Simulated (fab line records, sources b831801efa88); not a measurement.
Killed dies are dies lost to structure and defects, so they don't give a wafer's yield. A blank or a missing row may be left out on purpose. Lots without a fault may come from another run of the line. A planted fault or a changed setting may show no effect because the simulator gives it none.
Problem report in the 8D (eight disciplines) form, filled by code | flow sky130 | the parts of the form that need people (team, actions taken, sign-off) are left out

1. THE PROBLEM
overpolish_run_s at SKY_CONTACT_CMP_27 reads a mean of 0.040 s on 3 wafers of 2 lots; wafers without a fault read 15.002 s with a standard deviation of 0.0092. That is -99 or more standard deviations from the usual mean.
The step: polishes, stops on SiO2, t overpolish 15 s, target thk 0 nm.
First seen on wafer L785.2, day 35 06:52, on cmp-01. The record holds 39 wafers of 13 lots with a number at this step. Rule for "out", or "out of limits": more than 4 standard deviations from the usual mean. The other wafers with a number count as sound.

2. WHAT IT IS AND WHAT IT IS NOT
question                    | is                                   | is not
which readings at this step | overpolish_run_s, time_to_endpoint_s | motor_current_A, slurry_filter_dp_kPa
which lots                  | L785, L786                           | L775, L776, L778, L779, L781, L782, L783, L784, L788, L789, L796
which wafers of those lots  | L785.2, L786.2, L786.3               | L785.5, L785.6, L786.4
read on which tools         | cmp-01                               | cmp-02
when                        | from day 35 06:52                    | up to then (26 sound wafers); but 10 sound wafers of L786, L788, L789, L796 came after

3. SUSPECTS, AND WHAT RULES EACH OUT
Counting: a tool at a process step up to the reading stays a suspect if it ran every lot that is out. Sound lots after the first of them don't rule it out here, since some wafers of a struck lot are sound.
- cmp-01 at SKY_CONTACT_CMP_27 (polishes, stops on SiO2, t overpolish 15 s, target thk 0 nm): kept. It ran every lot that is out, first L785 (day 35 06:52); its last sound lot up to then is L784 (day 34 13:41). Its own readings are out on those wafers: overpolish_run_s, time_to_endpoint_s.
Left after counting: cmp-01 at SKY_CONTACT_CMP_27.

4. THE CAUSE (what the simulator had put in)
Process parameter drift: cmp-01, from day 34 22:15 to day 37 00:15, at SKY_CONTACT_CMP_27. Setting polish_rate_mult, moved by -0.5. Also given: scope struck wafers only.
Counting left only this tool.

5. THE CHAIN OF EFFECTS, in route order
Each row: a reading whose mean over the struck wafers that have a number lies more than 3 standard deviations from the usual. Only readings for which the record gives a usual standard deviation are gone through. hours: the time from each lot's start at the first step in this table that gives one to its start at this step, as a median over the lots. sigmas: the change in usual standard deviations.
hours | step                  | reading            | usual    | on struck wafers | change  | sigmas
0     | SKY_CONTACT_CMP_27    | overpolish_run_s   | 15.002 s | 0.040            | -14.962 | -99 or more
0     | SKY_CONTACT_CMP_27    | time_to_endpoint_s | 83 s     | 125              | +42     | +12
316   | SKY_PAD_OPEN_PROBE_99 | killed_at_contacts | 24       | 433              | +409    | +72
316   | SKY_PAD_OPEN_PROBE_99 | killed_dies        | 86       | 492              | +406    | +43
316   | SKY_PAD_OPEN_PROBE_99 | killed_on_rim      | 16       | 96               | +80     | +22
The process steps in it:
- SKY_CONTACT_CMP_27: polishes, stops on SiO2, t overpolish 15 s, target thk 0 nm.
- SKY_PAD_OPEN_PROBE_99

6. WHAT WOULD HAVE CAUGHT IT SOONER
In this record the first reading out of limits was taken at day 35 06:52, 9 hours after the fault began at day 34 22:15.
